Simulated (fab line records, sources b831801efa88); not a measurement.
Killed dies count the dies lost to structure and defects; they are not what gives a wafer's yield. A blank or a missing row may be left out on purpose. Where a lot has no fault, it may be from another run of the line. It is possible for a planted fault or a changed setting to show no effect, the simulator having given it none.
Matching of chambers | flow sky130 | SKY_METAL3_ETCH_17 on rie_diel-02: 4 sister chambers
The step etches SiO2 in C4F8/O2/Ar, stops on TiN, time 3.9 s, target depth 15 nm. 8 wafers are shown with their chamber, then 8 later ones without.

## WAFERS WITH THEIR CHAMBER
wafer  | chamber | oes_product_au (a.u.)
L075.1 | 2       | 0.750
L082.3 | 3       | 0.750
L083.1 | 1       | 0.745
L083.5 | 0       | 0.756
L086.1 | 1       | 0.755
L086.4 | 0       | 0.742
L086.6 | 2       | 0.746
L087.3 | 3       | 0.750

## WAFERS WITH NO CHAMBER GIVEN
wafer  | oes_product_au (a.u.)
L087.5 | 0.765
L087.6 | 0.754
L089.1 | 0.755
L089.2 | 0.748
L089.4 | 0.759
L093.3 | 0.744
L093.4 | 0.759
L093.6 | 0.753

## WHICH CHAMBER EACH WENT THROUGH
wafer  | from the rows above               | in truth
L087.5 | can't be placed: 1 or 3 or 0 or 2 | 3
L087.6 | can't be placed: 1 or 3 or 0 or 2 | 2
L089.1 | can't be placed: 1 or 3 or 0 or 2 | 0
L089.2 | can't be placed: 2 or 0 or 1 or 3 | 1
L089.4 | can't be placed: 1 or 3 or 0 or 2 | 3
L093.3 | can't be placed: 2 or 0 or 1 or 3 | 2
L093.4 | can't be placed: 1 or 3 or 0 or 2 | 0
L093.6 | can't be placed: 1 or 3 or 0 or 2 | 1
Correct placement for 0 of the 8. Not placeable from these rows: 8 (in 8, the candidates include the true chamber). Number placed wrongly: 0.
How it was worked out, from the rows above alone: a wafer's distance from a chamber is the root of the sum, over the readings, of the square of ((its reading less the chamber's mean) divided by the reading's scatter). The wafer belongs to the nearest chamber; if the next one is less than 2 further off, it can't be placed. The mean given for a chamber averages the wafers shown for that chamber. The scatter: take each reading less its chamber's mean, square it, sum over the shown wafers, divide by the number of wafers less the number of chambers, and take the root.
